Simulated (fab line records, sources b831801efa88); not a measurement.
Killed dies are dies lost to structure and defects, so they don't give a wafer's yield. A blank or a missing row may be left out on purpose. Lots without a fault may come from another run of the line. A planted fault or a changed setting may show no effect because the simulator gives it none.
A struck lot beside a sound one | flow sfq_line | 21 steps out of a route of 325
Sound: wafers L955.3, L955.5, L955.6. Struck: wafers L964.2, L964.3, L964.4. The cause comes at the end.
At each step with rows: each side's tool, then ch and its chambers, then its first start. Under that, the readings that differ: sound wafers | struck wafers | difference of the means | sigmas: that difference in standard deviations of wafers without a fault.
alike: readings whose means differ by less than 2 such deviations, and words and numbers that are the same on both sides. not compared: withheld readings, readings that some wafer has no value for, bounds like >300 that may hide the same value, and numbers for which the record gives no deviation and whose values overlap.
The two part at a step that has a row with sigmas, a row that says differs or no value, or rows on one side only. Numbers that don't overlap but have no deviation are shown without sigmas and don't part them. A reading that every wafer of one side lacks parts them only if that side has two wafers or more.

first, 5 steps without rows for these wafers: SFQ_TRILAYER_JJ_CE_LITHO_COAT_114 (resist thk 600 nm); SFQ_TRILAYER_JJ_CE_LITHO_SOFTBAKE_118; SFQ_TRILAYER_JJ_CE_LITHO_EXPOSE_115 (exposes mask J5, target cd 700 nm); SFQ_TRILAYER_JJ_CE_LITHO_PEB_117 (peb time 60 s); SFQ_TRILAYER_JJ_CE_LITHO_DEVELOP_116 (time 60 s).
SFQ_JJ_OVL_MEAS_931:
  sound on overlay-01, day 62 11:29; struck on overlay-01, day 64 16:31
  alike: J5_OVL
SFQ_TRILAYER_JJ_CE_METRO_MEASURE_117:
  sound on cd_sem-01, day 62 11:55; struck on cd_sem-01, day 64 16:44
  alike: cd_nm
SFQ_TRILAYER_JJ_CE_BARC_OPEN_RIE_150: chemistry O2, target BARC, target depth 240 nm, time 80 s.
  sound on rie_metal-03 ch 0,1, day 62 12:44; struck on rie_metal-02 ch 0,1, day 64 17:44
  alike: drypump_motor_current_A, oes_product_au
  not compared: rf_hours_counter_h
SFQ_TRILAYER_JJ_CE_ETCH_RIE_118: chemistry SF6, target Nb, stops on Al2O3, time 97.7 s, target depth 170 nm.
  sound on rie_metal-03 ch 0,1, day 62 12:50; struck on rie_metal-02 ch 0,1, day 64 17:50
  alike: drypump_motor_current_A, oes_product_au
  not compared: rf_hours_counter_h
then, 1 step without rows for these wafers: SFQ_TRILAYER_JJ_ANODIZE_ANODIZE_119.
SFQ_TRILAYER_JJ_CE_STRIP_STRIP_120: strips in O2.
  sound on rie_metal-04 ch 0,1, day 62 13:37; struck on rie_metal-03 ch 0,1, day 64 18:26
  reading                     | sound             | struck            | difference | sigmas
  drypump_motor_current_A (A) | 5.03 5.00 5.85    | 5.92 5.96 5.95    | +0.65      | +2
  oes_product_au (a.u.)       | 1.013 1.024 1.021 | 0.985 0.968 0.979 | -0.042     | -3
  not compared: rf_hours_counter_h
then, 1 step without rows for these wafers: SFQ_TRILAYER_JJ_CE_STRIP_SOLV_CLEAN_121 (cleans in NMP, time 600 s).
SFQ_TRILAYER_M5_LITHO_COAT_128: resist thk 62 nm.
  sound on litho_track-03 ch 0, day 62 14:17; struck on litho_track-04 ch 0, day 64 19:16
  reading                                              | sound             | struck            | difference | sigmas
  model.BARC_of_TRILAYER_M5_LITHO_COAT_128.thk_nm (nm) | 62.25 62.28 62.33 | 68.03 67.94 68.01 | +5.71      |
then, 5 steps without rows for these wafers: SFQ_TRILAYER_M5_LITHO_COAT_123 (resist thk 600 nm); SFQ_TRILAYER_M5_LITHO_SOFTBAKE_127; SFQ_TRILAYER_M5_LITHO_EXPOSE_124 (exposes mask M5, target cd 700 nm); SFQ_TRILAYER_M5_LITHO_PEB_126 (peb time 60 s); SFQ_TRILAYER_M5_LITHO_DEVELOP_125 (time 60 s).
-- the record jumps here: 4 days lie between the struck wafers' starts before and after --
SFQ_M5_OVL_MEAS_932:
  sound on overlay-01, day 62 18:55; struck on overlay-02, day 69 06:13
  alike: M5_OVL
SFQ_TRILAYER_M5_BARC_OPEN_METAL_ETCH_161: etches BARC in O2, target depth 125 nm, time 41.7 s.
  sound on rie_metal-03 ch 0,1, day 62 18:58; struck on rie_metal-04 ch 0,1, day 69 06:14
  reading                  | sound             | struck            | difference | sigmas
  oes_product_au (a.u.)    | 0.682 0.682 0.687 | 0.709 0.714 0.716 | +0.029     | +6
  model.etch.depth_nm (nm) | 62.25 62.28 62.33 | 68.03 67.94 68.01 | +5.71      |
  alike: drypump_motor_current_A
  not compared: rf_hours_counter_h
SFQ_TRILAYER_M5_ETCH_METAL_ETCH_126: etches Nb in Cl2/BCl3, stops on SiO2, time 203.2 s, target depth 265 nm.
  sound on rie_metal-03 ch 0,1, day 62 19:04; struck on rie_metal-04 ch 0,1, day 69 06:18
  alike: drypump_motor_current_A, oes_product_au
  not compared: rf_hours_counter_h

WHERE THEY PART
First at SFQ_TRILAYER_JJ_CE_STRIP_STRIP_120; last, within this record, at SFQ_TRILAYER_M5_BARC_OPEN_METAL_ETCH_161. Later steps at which nothing parts them and some readings are alike: SFQ_TRILAYER_M5_ETCH_METAL_ETCH_126.

WHY: what the simulator had put in
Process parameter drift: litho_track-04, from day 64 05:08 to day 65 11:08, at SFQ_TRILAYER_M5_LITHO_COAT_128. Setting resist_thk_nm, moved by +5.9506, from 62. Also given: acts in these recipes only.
